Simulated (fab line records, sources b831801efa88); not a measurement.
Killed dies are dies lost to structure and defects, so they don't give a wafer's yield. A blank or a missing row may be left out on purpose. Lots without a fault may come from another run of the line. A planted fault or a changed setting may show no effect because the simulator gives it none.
fab line records | flow sky130
record lots=13 wafers=39 last_day=50
route steps=708 shown VT_ADJUST_NCORE@126 GATE_OXIDE@201 RES_PROTECT@210 PAD_OPEN@708
lots that met no fault: from a run of the same line without faults
start_h: hours from the record's first day to the start of the lot's first wafer shown | wait_h: hours since the lot's step before | " the same as in the row above | L1.1+2: a row that stands for several wafers | - no value, or no start given | * or withheld: withheld | < > ~ a bound
route shown NAME@n: a module of which the file shows steps, and the number in the route of the first | usual: mean/standard deviation of fault-free wafers | same: alike in all rows | chamber/n: place in a boat | sites: the reading at each site | _std_site: their standard deviation | _edge_site: outer sites' mean less inner sites' | radius_mm: how far each site lies from the wafer's centre | mask NAME#n: copy n | behind: the tool/chamber that last shaped the wafer | hold: why the lot was held/for how many hours/how that ended | device: the transistor (n, p or np) that didn't switch | end of line: the same wafers' tests at the end of the route | a step without rows: its recipe alone | killed: dies lost to structure and defects at the first sort, not the wafer's yield | map: a wafer's dies, x killed, . not, _ none there
set.NAME: the setting as run; set.NAME@STEP: as run at that earlier step | model.NAME: the simulator's own value behind a step, which no gauge read
steps of the route over a sample of lots; a table a step, a row a wafer
services: from which hour (start_h, from the record's first day; less than 0 if before it) a tool's chamber was out of use, for how many hours, and why
## steps
# step SKY_VT_ADJUST_NCORE_CD_MEAS_07
# recipe target_cd_nm=380
# usual cd_nm=380.7/2.3
# columns lot.wafer tool chamber start_h wait_h cd_nm
L830.1 cd_sem-02 - 174.88 0.1 382.5
L830.3 " - " " 380.2
L830.5 " - " " 379.9
L831.1 cd_sem-01 - 181.68 0.1 380.5
L831.3 " - " " 381.0
L831.5 " - " " 382.7
L832.2 cd_sem-01 - 192.00 0.1 381.4
L832.3 " - " " 378.9
L832.4 " - " " 379.3
L833.1 cd_sem-01 - 195.41 0.1 382.0
L833.3 " - " " 382.6
L833.6 " - " " 383.6
L836.2 cd_sem-01 - 232.95 0.1 381.0
L836.3 " - " " 380.5
L836.4 " - " " 379.0
L837.2 cd_sem-02 - 233.85 0.1 382.1
L837.3 " - " " 381.9
L837.6 " - " " 384.0
L838.2 cd_sem-01 - 247.35 0.1 382.0
L838.3 " - " " 382.9
L838.4 " - " " 382.9
L841.1 cd_sem-02 - 266.67 0.1 382.9
L841.4 " - " " 379.5
L841.6 " - " " 380.9
L843.2 cd_sem-02 - 285.78 0.1 380.6
L843.3 " - " " 380.0
L843.5 " - " " 380.6
L844.2 cd_sem-01 - 291.33 0.1 383.4
L844.4 " - " " 383.0
L844.6 " - " " 382.0
L850.1 cd_sem-01 - 325.76 0.1 381.0
L850.2 " - " " 382.1
L850.6 " - " " 381.3
L852.1 cd_sem-01 - 335.53 0.1 381.7
L852.2 " - " " 382.6
L852.3 " - " " 380.9
L853.1 cd_sem-02 - 344.37 0.1 382.5
L853.2 " - " " 381.8
L853.5 " - " " 382.3
# step SKY_VT_ADJUST_NCORE_OVL_MEAS_08
# usual VT_ADJUST_NCORE_OVL=0.8/1.5
# columns lot.wafer tool chamber start_h wait_h VT_ADJUST_NCORE_OVL[nm]
L830.1 overlay-01 - 175.00 0.1 0.2
L830.3 " - " " 2.8
L830.5 " - " " 0.6
L831.1 overlay-02 - 181.80 0.1 -0.2
L831.3 " - " " 0.6
L831.5 " - " " -1.2
L832.2 overlay-01 - 192.10 0.1 0.6
L832.3 " - " " -1.6
L832.4 " - " " -2.5
L833.1 overlay-02 - 195.53 0.1 1.0
L833.3 " - " " 1.4
L833.6 " - " " 0.8
L836.2 overlay-01 - 233.05 0.1 -0.5
L836.3 " - " " -1.5
L836.4 " - " " 0.0
L837.2 overlay-02 - 233.95 0.1 0.2
L837.3 " - " " 2.6
L837.6 " - " " 2.7
L838.2 overlay-01 - 247.45 0.1 -0.4
L838.3 " - " " -0.1
L838.4 " - " " -0.6
L841.1 overlay-02 - 266.79 0.1 2.7
L841.4 " - " " 3.5
L841.6 " - " " 1.2
L843.2 overlay-02 - 285.89 0.1 0.1
L843.3 " - " " -1.8
L843.5 " - " " -1.3
L844.2 overlay-02 - 291.44 0.1 2.8
L844.4 " - " " 2.5
L844.6 " - " " 1.5
L850.1 overlay-02 - 325.88 0.1 2.5
L850.2 " - " " 1.1
L850.6 " - " " 3.3
L852.1 overlay-02 - 335.65 0.1 -0.3
L852.2 " - " " -0.4
L852.3 " - " " -0.5
L853.1 overlay-02 - 344.49 0.1 1.6
L853.2 " - " " 1.0
L853.5 " - " " 3.6
# step SKY_GATE_OXIDE_TW_MEAS_14
# usual GATE_OXIDE_TW=225/5
# columns lot.wafer tool chamber start_h wait_h GATE_OXIDE_TW
L830.1 film_metro-02 - 300.81 0.1 231
L830.3 " - " " 230
L830.5 " - " " 229
L831.1 film_metro-04 - 304.83 0.1 219
L831.3 " - " " 220
L831.5 " - " " 218
L832.2 film_metro-03 - 319.86 0.1 223
L832.3 " - " " 223
L832.4 " - " " 222
L833.1 film_metro-02 - 323.11 0.1 230
L833.3 " - " " 231
L833.6 " - " " 231
L836.2 film_metro-03 - 368.57 0.1 223
L836.3 " - " " 223
L836.4 " - " " 222
L837.2 film_metro-02 - 369.87 0.1 231
L837.3 " - " " 231
L837.6 " - " " 232
L838.2 film_metro-02 - 387.08 0.1 230
L838.3 " - " " 230
L838.4 " - " " 230
L841.1 film_metro-04 - 411.42 0.1 218
L841.4 " - " " 220
L841.6 " - " " 219
L843.2 film_metro-04 - 431.62 0.1 220
L843.3 " - " " 220
L843.5 " - " " 218
L844.2 film_metro-03 - 440.20 0.1 223
L844.4 " - " " 224
L844.6 " - " " 223
L850.1 film_metro-04 - 480.28 0.1 219
L850.2 " - " " 221
L850.6 " - " " 219
L852.1 film_metro-02 - 491.80 0.1 231
L852.2 " - " " 231
L852.3 " - " " 232
L853.1 film_metro-02 - 504.06 0.1 230
L853.2 " - " " 231
L853.5 " - " " 231
# step SKY_RES_PROTECT_EXPOSE_04
# recipe mask_id=RPM na=0.6 source_shape=conventional sigma_outer=0.6 polarization=unpolarized target_cd_nm=1270 dose_mj=131
# columns lot.wafer tool chamber start_h wait_h mask
L830.1+3+5 iline_stepper-01 0 317.54 - RPM#0
L831.1+3+5 iline_stepper-01 0 320.71 - RPM#0
L832.2+3+4 iline_stepper-02 0 336.26 - RPM#0
L833.1+3+6 iline_stepper-01 0 340.64 - RPM#0
L836.2+3+4 iline_stepper-02 0 385.51 - RPM#0
L837.2+3+6 iline_stepper-01 0 386.91 - RPM#0
L838.2+3+4 iline_stepper-02 0 405.24 - RPM#0
L841.1+4+6 iline_stepper-01 0 432.24 - RPM#0
L843.2+3+5 iline_stepper-02 0 449.21 - TUNM#0
L844.2+4+6 iline_stepper-01 0 458.59 - RPM#0
L850.1+2+6 iline_stepper-02 0 499.19 - RPM#0
L852.1+2+3 iline_stepper-02 0 509.79 - RPM#0
L853.1+2+5 iline_stepper-02 0 521.81 - RPM#0
# step SKY_RES_PROTECT_TW_MEAS_08
# usual POLY_GATE_TW=4054/83
# columns lot.wafer tool chamber start_h wait_h hold POLY_GATE_TW
L830.1 film_metro-02 - 330.17 0.1 - 4132
L830.3 " - " " - 4169
L830.5 " - " " - 4182
L831.1 film_metro-04 - 334.01 0.1 - 3961
L831.3 " - " " - 3979
L831.5 " - " " - 3978
L832.2 film_metro-02 - 349.66 0.1 - 4130
L832.3 " - " " - 4127
L832.4 " - " " - 4144
L833.1 film_metro-01 - 354.50 0.1 - 3998
L833.3 " - " " - 3956
L833.6 " - " " - 3976
L836.2 film_metro-04 - 400.62 0.1 - 3977
L836.3 " - " " - 3995
L836.4 " - " " - 3987
L837.2 film_metro-04 - 401.52 0.1 - 3989
L837.3 " - " " - 3971
L837.6 " - " " - 3979
L838.2 film_metro-01 - 419.16 0.1 - 3994
L838.3 " - " " - 4018
L838.4 " - " " - 3996
L841.1 film_metro-02 - 447.31 0.1 - 4130
L841.4 " - " " - 4150
L841.6 " - " " - 4161
L843.2 film_metro-01 - 465.13 0.1 await_dispo/0.2h/release 30
L843.3 " - " " await_dispo/0.2h/release 30
L843.5 " - " " await_dispo/0.2h/release 30
L843.2 film_metro-01 - 465.35 0.2 - 30
L843.3 " - " " - 30
L843.5 " - " " - 30
L844.2 film_metro-01 - 474.23 0.1 - 4001
L844.4 " - " " - 4003
L844.6 " - " " - 4009
L850.1 film_metro-02 - 514.20 0.1 - 4170
L850.2 " - " " - 4184
L850.6 " - " " - 4178
L852.1 film_metro-02 - 525.01 0.1 - 4152
L852.2 " - " " - 4171
L852.3 " - " " - 4166
L853.1 film_metro-02 - 537.25 0.1 - 4166
L853.2 " - " " - 4180
L853.5 " - " " - 4154
# step SKY_PAD_OPEN_PROBE_99
# usual defect_limited_yield=82.5/1.9 killed_at_M0_to_M3=44/7.3 killed_at_M4_up=3.1/1.9 killed_at_contacts=24/5.3 killed_at_front_end=15/4 killed_at_other=0.4/0.6 killed_dies=86/9.2 killed_on_rim=17/3.5 killed_open=47/6.9 killed_short=39/6.9 sort_bin_3_pad_short=0.8/0.41 sort_bin_5_function=10.6/1.5 sort_bin_6_memory=6.1/1.1 sort_n_pass=406/9.2 sort_yield_pct=82.5/1.9
# same gross_dies=492 killed_at_back_side=0 sort_bin_4_leakage[%]=0 sort_bin_8_speed[%]=0
# columns lot.wafer tool chamber start_h wait_h defect_limited_yield[%] killed_at_M0_to_M3 killed_at_M4_up killed_at_contacts killed_at_front_end killed_at_other killed_dies killed_on_rim killed_open killed_short sort_bin_3_pad_short[%] sort_bin_5_function[%] sort_bin_6_memory[%] sort_n_pass sort_yield_pct[%]
L832.2 prober-02 - 1082.34 0.1 83.3 41 2 24 15 0 82 15 44 38 0.8 8.7 7.1 410 83.3
L832.3 prober-02 - 1082.39 0.2 82.9 40 6 20 18 0 84 17 41 43 1.2 10.2 5.7 408 82.9
L832.4 prober-02 - 1082.44 0.2 83.1 48 2 20 12 1 83 15 47 36 0 10.2 6.7 409 83.1
L833.1 prober-01 - 1085.78 0.1 81.5 49 5 25 11 1 91 19 52 38 0.4 10.0 8.1 401 81.5
L833.3 prober-01 - 1085.88 0.2 81.7 48 3 19 20 0 90 14 50 40 1.4 9.3 7.5 402 81.7
L833.6 prober-01 - 1086.03 0.2 87.0 34 2 14 13 1 64 15 33 31 1.0 7.3 4.7 428 87.0
L836.2 prober-02 - 1115.81 0.1 82.9 39 6 27 11 1 84 18 50 34 0.2 12.2 4.7 408 82.9
L836.3 prober-02 - 1115.86 0.2 83.9 47 3 18 11 0 79 13 40 39 0.8 10.4 4.9 413 83.9
L836.4 prober-02 - 1115.91 0.2 80.3 47 6 25 19 0 97 17 51 46 0.8 13.8 5.1 395 80.3
L837.2 prober-01 - 1116.21 0.1 82.9 48 3 18 15 0 84 19 39 45 1.2 10.6 5.3 408 82.9
L837.3 prober-01 - 1116.26 0.2 84.8 38 3 19 15 0 75 13 30 45 1.2 10.4 3.7 417 84.8
L837.6 prober-01 - 1116.41 0.2 82.7 53 0 21 11 0 85 19 42 43 0.8 10.8 5.7 407 82.7
L838.2 prober-02 - 1124.57 0.1 81.9 46 4 21 18 0 89 17 43 46 0.2 11.6 6.3 403 81.9
L838.3 prober-02 - 1124.62 0.2 82.3 31 1 40 15 0 87 20 52 35 1.4 10.6 5.7 405 82.3
L838.4 prober-02 - 1124.67 0.2 82.5 38 2 28 18 0 86 20 40 46 1.4 10.8 5.3 406 82.5
L841.1 prober-02 - 1143.64 0.1 79.7 50 6 22 21 1 100 26 55 45 0.8 12.8 6.7 392 79.7
L841.4 prober-02 - 1143.79 0.2 78.5 63 2 19 21 1 106 17 59 46 0.4 12.2 8.9 386 78.5
L841.6 prober-02 - 1143.89 0.2 82.5 59 1 15 11 0 86 16 45 41 0.6 10.4 6.5 406 82.5
L844.2 prober-02 - 1161.04 0.1 83.1 39 1 24 18 1 83 16 41 40 1.2 7.3 8.3 409 83.1
L844.4 prober-02 - 1161.14 0.2 80.1 48 6 31 12 1 98 13 49 48 1.4 12.0 6.5 394 80.1
L844.6 prober-02 - 1161.24 0.2 83.3 44 2 20 15 1 82 18 41 40 0.4 9.6 6.7 410 83.3
L850.1 prober-02 - 1186.10 0.1 81.5 36 1 34 20 0 91 21 49 41 1.2 10.2 7.1 401 81.5
L850.2 prober-02 - 1186.15 0.1 82.9 39 3 22 20 0 84 11 46 38 0.6 8.3 8.1 408 82.9
L850.6 prober-02 - 1186.35 0.2 81.9 37 4 32 16 0 89 17 56 33 0.8 11.6 5.7 403 81.9
# killed by level:class
L832.2 CONTACT:geometric_particle:open=8 VIA1:geometric_particle:open=7 LI_CONTACT:geometric_particle:open=6 VIA1:geometric_particle:short=6 FIELD_ISO:geometric_particle:open=5 CONTACT:geometric_particle:short=5 VIA3:geometric_particle:open=5 METAL3:geometric_particle:short=4
L832.3 VIA2:geometric_particle:open=9 VIA3:geometric_particle:open=7 CONTACT:geometric_particle:short=7 VIA1:geometric_particle:open=6 METAL2:geometric_particle:short=6 METAL4:geometric_particle:short=6 FIELD_ISO:geometric_particle:short=5 LOCAL_INTERCONNECT:geometric_particle:short=4
L832.4 VIA1:geometric_particle:open=11 CONTACT:geometric_particle:open=9 VIA3:geometric_particle:open=8 METAL1:geometric_particle:short=7 VIA2:geometric_particle:open=7 FIELD_ISO:geometric_particle:open=5 LI_CONTACT:geometric_particle:open=5 METAL2:geometric_particle:short=5
L833.1 VIA1:geometric_particle:open=12 CONTACT:geometric_particle:open=9 VIA2:geometric_particle:open=9 VIA3:geometric_particle:open=8 LI_CONTACT:geometric_particle:open=7 METAL1:geometric_particle:short=5 VIA3:geometric_particle:short=5 CONTACT:geometric_particle:short=4
L833.3 VIA1:geometric_particle:open=14 CONTACT:geometric_particle:open=12 METAL1:geometric_particle:short=9 VIA3:geometric_particle:open=6 POLY_GATE:geometric_particle:open=5 VIA1:geometric_particle:short=5 FIELD_ISO:geometric_particle:short=4 VIA2:geometric_particle:open=4
L833.6 CONTACT:geometric_particle:open=7 VIA1:geometric_particle:open=6 VIA3:geometric_particle:open=6 METAL1:geometric_particle:short=5 METAL2:geometric_particle:short=4 FIELD_ISO:geometric_particle:short=3 LI_CONTACT:geometric_particle:open=3 LOCAL_INTERCONNECT:geometric_particle:short=3
L836.2 CONTACT:geometric_particle:open=13 VIA1:geometric_particle:open=8 VIA3:geometric_particle:open=7 VIA2:geometric_particle:open=7 VIA2:geometric_particle:short=5 METAL2:geometric_particle:short=5 LI_CONTACT:geometric_particle:open=4 LOCAL_INTERCONNECT:geometric_particle:short=4
L836.3 VIA1:geometric_particle:open=9 CONTACT:geometric_particle:open=8 METAL2:geometric_particle:short=8 METAL1:geometric_particle:short=6 VIA3:geometric_particle:open=5 LI_CONTACT:geometric_particle:open=4 VIA2:geometric_particle:short=4 POLY_GATE:geometric_particle:open=3
L836.4 CONTACT:geometric_particle:open=15 METAL2:geometric_particle:short=9 VIA2:geometric_particle:open=9 VIA1:geometric_particle:open=6 METAL1:geometric_particle:short=6 FIELD_ISO:geometric_particle:short=5 VIA1:geometric_particle:short=5 POLY_GATE:geometric_particle:short=4
L837.2 VIA3:geometric_particle:open=11 METAL1:geometric_particle:short=6 VIA1:geometric_particle:short=6 LOCAL_INTERCONNECT:geometric_particle:short=5 VIA1:geometric_particle:open=5 FIELD_ISO:geometric_particle:short=4 POLY_GATE:geometric_particle:short=4 CONTACT:geometric_particle:open=4
L837.3 LI_CONTACT:geometric_particle:open=8 POLY_GATE:geometric_particle:short=7 VIA2:geometric_particle:open=7 METAL2:geometric_particle:short=6 LOCAL_INTERCONNECT:geometric_particle:short=5 CONTACT:geometric_particle:short=5 VIA1:geometric_particle:short=5 VIA2:geometric_particle:short=5
L837.6 VIA1:geometric_particle:open=12 METAL1:geometric_particle:short=11 LI_CONTACT:geometric_particle:open=8 CONTACT:geometric_particle:open=7 METAL2:geometric_particle:short=7 VIA3:geometric_particle:short=6 VIA2:geometric_particle:open=5 SPACER:geometric_particle:short=4
L838.2 VIA1:geometric_particle:open=11 CONTACT:geometric_particle:open=9 METAL2:geometric_particle:short=8 METAL1:geometric_particle:short=7 VIA1:geometric_particle:short=6 POLY_GATE:geometric_particle:short=5 LI_CONTACT:geometric_particle:open=5 CONTACT:geometric_particle:short=5
L838.3 CONTACT:geometric_particle:open=18 LI_CONTACT:geometric_particle:open=8 METAL2:geometric_particle:short=8 CONTACT:geometric_particle:short=7 VIA1:geometric_particle:open=6 POLY_GATE:geometric_particle:open=5 FIELD_ISO:geometric_particle:short=4 FIELD_ISO:geometric_particle:open=4
L838.4 CONTACT:geometric_particle:open=11 POLY_GATE:geometric_particle:short=8 VIA2:geometric_particle:open=8 CONTACT:geometric_particle:short=6 METAL1:geometric_particle:short=6 LI_CONTACT:geometric_particle:open=5 LOCAL_INTERCONNECT:geometric_particle:short=5 VIA3:geometric_particle:open=5
L841.1 VIA1:geometric_particle:open=10 CONTACT:geometric_particle:open=8 VIA3:geometric_particle:open=8 VIA2:geometric_particle:open=8 METAL1:geometric_particle:short=7 FIELD_ISO:geometric_particle:short=6 LI_CONTACT:geometric_particle:open=5 POLY_GATE:geometric_particle:short=4
L841.4 VIA1:geometric_particle:open=16 METAL1:geometric_particle:short=9 VIA3:geometric_particle:open=9 LI_CONTACT:geometric_particle:open=7 VIA2:geometric_particle:open=7 FIELD_ISO:geometric_particle:open=6 METAL2:geometric_particle:short=6 VIA1:geometric_particle:short=5
L841.6 VIA1:geometric_particle:open=14 VIA1:geometric_particle:short=8 VIA2:geometric_particle:open=8 METAL1:geometric_particle:short=7 VIA3:geometric_particle:open=7 LOCAL_INTERCONNECT:geometric_particle:short=4 CONTACT:geometric_particle:open=4 METAL2:geometric_particle:short=4
L844.2 VIA1:geometric_particle:open=10 CONTACT:geometric_particle:open=9 FIELD_ISO:geometric_particle:open=5 LI_CONTACT:geometric_particle:open=5 LOCAL_INTERCONNECT:geometric_particle:short=5 VIA2:geometric_particle:short=5 VIA2:geometric_particle:open=5 VIA3:geometric_particle:short=4
L844.4 VIA1:geometric_particle:open=15 CONTACT:geometric_particle:open=10 LOCAL_INTERCONNECT:geometric_particle:short=9 METAL1:geometric_particle:short=7 FIELD_ISO:geometric_particle:short=6 LI_CONTACT:geometric_particle:open=6 VIA2:geometric_particle:open=6 VIA1:geometric_particle:short=5
L844.6 VIA1:geometric_particle:open=8 LI_CONTACT:geometric_particle:open=7 VIA2:geometric_particle:open=7 CONTACT:geometric_particle:open=6 METAL1:geometric_particle:short=6 FIELD_ISO:geometric_particle:short=5 VIA3:geometric_particle:short=5 POLY_GATE:geometric_particle:short=4
L850.1 CONTACT:geometric_particle:open=15 LI_CONTACT:geometric_particle:open=7 VIA1:geometric_particle:open=7 VIA3:geometric_particle:open=7 FIELD_ISO:geometric_particle:open=6 POLY_GATE:geometric_particle:short=6 VIA1:geometric_particle:short=6 LOCAL_INTERCONNECT:geometric_particle:short=4
L850.2 CONTACT:geometric_particle:open=9 VIA1:geometric_particle:open=9 POLY_GATE:geometric_particle:open=8 METAL1:geometric_particle:short=7 POLY_GATE:geometric_particle:short=4 VIA1:geometric_particle:short=4 LOCAL_INTERCONNECT:geometric_particle:short=4 LI_CONTACT:geometric_particle:open=4
L850.6 CONTACT:geometric_particle:open=17 LI_CONTACT:geometric_particle:open=8 METAL1:geometric_particle:short=6 VIA1:geometric_particle:short=6 VIA2:geometric_particle:open=6 VIA1:geometric_particle:open=5 METAL2:geometric_particle:short=5 FIELD_ISO:geometric_particle:open=4
## services
# columns tool chamber start_h hours kind
iline_stepper-01 - 327.30 1.7 pm
iline_stepper-01 - 335.80 3.2 repair
iline_stepper-02 - 434.15 4.4 pm
iline_stepper-02 0 446.79 - calibration
iline_stepper-02 - 454.48 1.7 pm
iline_stepper-02 - 459.52 9.0 repair
iline_stepper-01 0 460.18 - calibration
iline_stepper-01 - 476.30 3.0 repair
## key
first_sign step=SKY_RES_PROTECT_EXPOSE_04 reading=mask direction=changed
effect step=SKY_RES_PROTECT_TW_MEAS_08 reading=visit direction=added
effect step=SKY_RES_PROTECT_TW_MEAS_08 reading=POLY_GATE_TW direction=down sigmas=48 usual=4054 struck=30
met_at SKY_RES_PROTECT_EXPOSE_04
struck_lots L843
scrapped_behind SKY_RES_PROTECT_TW_MEAS_08 L843.2,L843.3,L843.5
not_acting_at SKY_VT_ADJUST_NCORE_CD_MEAS_07,SKY_VT_ADJUST_NCORE_OVL_MEAS_08,SKY_GATE_OXIDE_TW_MEAS_14
onset_between 405.24 449.21
fault kind=wrong_mask tool=any chamber=- onset_h=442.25 steps=SKY_RES_PROTECT_EXPOSE_04 aux_copy=TUNM#0 scope=struck_lots_only
